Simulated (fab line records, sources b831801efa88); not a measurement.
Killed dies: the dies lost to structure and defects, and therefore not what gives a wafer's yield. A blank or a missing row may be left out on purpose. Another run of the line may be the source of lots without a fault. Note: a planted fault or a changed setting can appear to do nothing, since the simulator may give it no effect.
Matching of chambers -- flow gf180mcu -- GF_V2_CMP_26 on cmp-01 has 4 sister chambers
The step polishes, stops on SiO2, t overpolish 15 s, target thk 0 nm. 14 wafers are shown with their chamber, then 7 later ones without.

## WAFERS PAIRED WITH THEIR CHAMBERS
wafer,chamber,motor-current-A (A),time-to-endpoint-s (s)
L429.1,3,8.7,80
L429.4,1,11.0,84
L429.6,1,10.6,83
L430.1,2,11.1,79
L430.2,0,10.3,84
L430.4,1,10.6,85
L432.1,1,10.8,86
L432.4,3,9.2,81
L432.5,0,10.1,86
L434.2,1,11.1,84
L434.4,2,11.2,79
L434.6,1,11.2,85
L435.2,3,9.0,79
L435.3,0,10.1,88

SIGNATURES (averages over the wafers above)
reading,chamber 0,chamber 1,chamber 2,chamber 3,scatter within a chamber
motor-current-A,10.167,10.883,11.150,8.967,0.221
time-to-endpoint-s,86.00,84.50,79.00,80.00,1.24
Rule: a wafer lies at a distance from a chamber equal to the root of the sum of squares, over the readings, of (its reading less the chamber's mean, divided by the reading's scatter). If the next closest chamber is less than 2 further off than the closest, the wafer can't be placed; otherwise it belongs to the closest. How the scatter is found: for the shown wafers, subtract from each reading the mean of its chamber, square and add these, divide the total by (wafers less chambers), then take the root.

## WAFERS MISSING THEIR CHAMBER
wafer,motor-current-A (A),time-to-endpoint-s (s)
L435.6,8.5,84
L436.1,11.8,84
L436.4,9.1,83
L436.6,10.8,93
L448.2,11.5,89
L448.3,9.2,81
L448.6,10.7,85

## WHICH CHAMBER EACH WENT THROUGH
wafer,from the rows above,in truth
L435.6,3,3
L436.1,can't be placed: 1 or 2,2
L436.4,3,3
L436.6,can't be placed: 0 or 1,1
L448.2,can't be placed: 1 or 0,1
L448.3,3,3
L448.6,can't be placed: 1 or 0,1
Correct placement for 3 of the 7. Can't be placed from these rows: 4 (the true chamber is among the candidates in 4). Wrongly placed: 0.
